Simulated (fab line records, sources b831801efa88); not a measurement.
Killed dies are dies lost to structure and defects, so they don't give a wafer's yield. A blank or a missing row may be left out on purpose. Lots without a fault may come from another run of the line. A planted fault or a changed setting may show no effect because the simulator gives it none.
A struck lot beside a sound one | flow sfq_line | 14 steps out of a route of 325
Sound: wafers L448.3, L448.4, L448.6. Struck: wafers L455.4, L455.6. (L455.3 of the same lot was not struck and is left out.) The cause comes at the end.
At each step with rows: each side's tool, then ch and its chambers, then its first start. Under that, the readings that differ: sound wafers | struck wafers | difference of the means | sigmas: that difference in standard deviations of wafers without a fault.
alike: readings whose means differ by less than 2 such deviations, and words and numbers that are the same on both sides. not compared: withheld readings, readings that some wafer has no value for, bounds like >300 that may hide the same value, and numbers for which the record gives no deviation and whose values overlap.
The two part at a step that has a row with sigmas, a row that says differs or no value, or rows on one side only. Numbers that don't overlap but have no deviation are shown without sigmas and don't part them. A reading that every wafer of one side lacks parts them only if that side has two wafers or more.

first, 2 steps without rows for these wafers: SFQ_TRILAYER_I6_VIA_STRIP_SOLV_CLEAN_174 (cleans in NMP, time 600 s); SFQ_TRILAYER_M7_DEP_PRE_CLEAN_176 (time 22.5 s).
SFQ_TRILAYER_M7_DEP_SPUTTER_175: material Nb, target thk 200 nm, time 133.3 s.
  sound on pvd_sputter-04, day 75 19:20; struck on pvd_sputter-03, day 82 04:14
  alike: chamber_pressure_pa, substrate_temp_c, throttle_valve_pct
SFQ_M7_RS_MEAS_943: measures by four-point-probe.
  sound on film_metro-01, day 75 19:28; struck on film_metro-04, day 82 04:22
  reading           | sound             | struck      | difference | sigmas
  M7_NB_RS (ohm/sq) | 0.884 0.888 0.892 | 0.920 0.915 | +0.029     | +3
then, 4 steps without rows for these wafers: SFQ_TRILAYER_M7_LITHO_COAT_182 (resist thk 62 nm); SFQ_TRILAYER_M7_LITHO_COAT_177 (resist thk 600 nm); SFQ_TRILAYER_M7_LITHO_SOFTBAKE_181; SFQ_TRILAYER_M7_LITHO_EXPOSE_178 (exposes mask M7, target cd 500 nm).
SFQ_TRILAYER_M7_LITHO_PEB_180: peb time 62.28 s.
  sound on litho_track-04 ch 0, day 75 22:53; struck on litho_track-02 ch 0, day 82 06:31
  alike: plate_sensor_t_centre_C, plate_sensor_t_edge_C
then, 1 step without rows for these wafers: SFQ_TRILAYER_M7_LITHO_DEVELOP_179 (time 60 s).
SFQ_M7_OVL_MEAS_945:
  sound on overlay-01, day 75 23:09; struck on overlay-01, day 82 06:47
  alike: M7_OVL
SFQ_TRILAYER_M7_BARC_OPEN_METAL_ETCH_229: etches BARC in O2, target depth 125 nm, time 41.7 s.
  sound on rie_metal-03 ch 0,1, day 75 23:12; struck on rie_metal-03 ch 0, day 82 06:49
  reading                                             | sound             | struck      | difference | sigmas
  rf_fwd_power_W (W)                                  | 596.2 597.2 594.3 | 691.0 693.1 | +96.1      | +36
  model.KrF_of_TRILAYER_M7_LITHO_COAT_177.thk_nm (nm) | 521.6 521.5 521.6 | 516.4 513.8 | -6.5       |
  alike: bias_w, drypump_motor_current_A, oes_product_au
  not compared: rf_hours_counter_h
SFQ_TRILAYER_M7_ETCH_METAL_ETCH_180: etches Nb in Cl2/Ar, stops on SiO2, target depth 240 nm, time 120 s.
  sound on rie_metal-03 ch 0,1, day 75 23:17; struck on rie_metal-03 ch 0, day 82 06:54
  reading                                             | sound             | struck      | difference | sigmas
  oes_product_au (a.u.)                               | 0.893 0.899 0.891 | 0.876 0.878 | -0.017     | -2
  model.KrF_of_TRILAYER_M7_LITHO_COAT_177.thk_nm (nm) | 380.2 378.7 381   | 375.9 373.7 | -5.2       |
  alike: bias_w, drypump_motor_current_A, rf_fwd_power_W
  not compared: rf_hours_counter_h
SFQ_TRILAYER_M7_STRIP_STRIP_181: strips in O2.
  sound on rie_metal-03 ch 0,1, day 75 23:34; struck on rie_metal-03 ch 0, day 82 07:11
  alike: drypump_motor_current_A, oes_product_au
  not compared: rf_hours_counter_h

WHERE THEY PART
First at SFQ_M7_RS_MEAS_943; last, within this record, at SFQ_TRILAYER_M7_ETCH_METAL_ETCH_180. Later steps at which nothing parts them and some readings are alike: SFQ_TRILAYER_M7_STRIP_STRIP_181.

WHY: what the simulator had put in
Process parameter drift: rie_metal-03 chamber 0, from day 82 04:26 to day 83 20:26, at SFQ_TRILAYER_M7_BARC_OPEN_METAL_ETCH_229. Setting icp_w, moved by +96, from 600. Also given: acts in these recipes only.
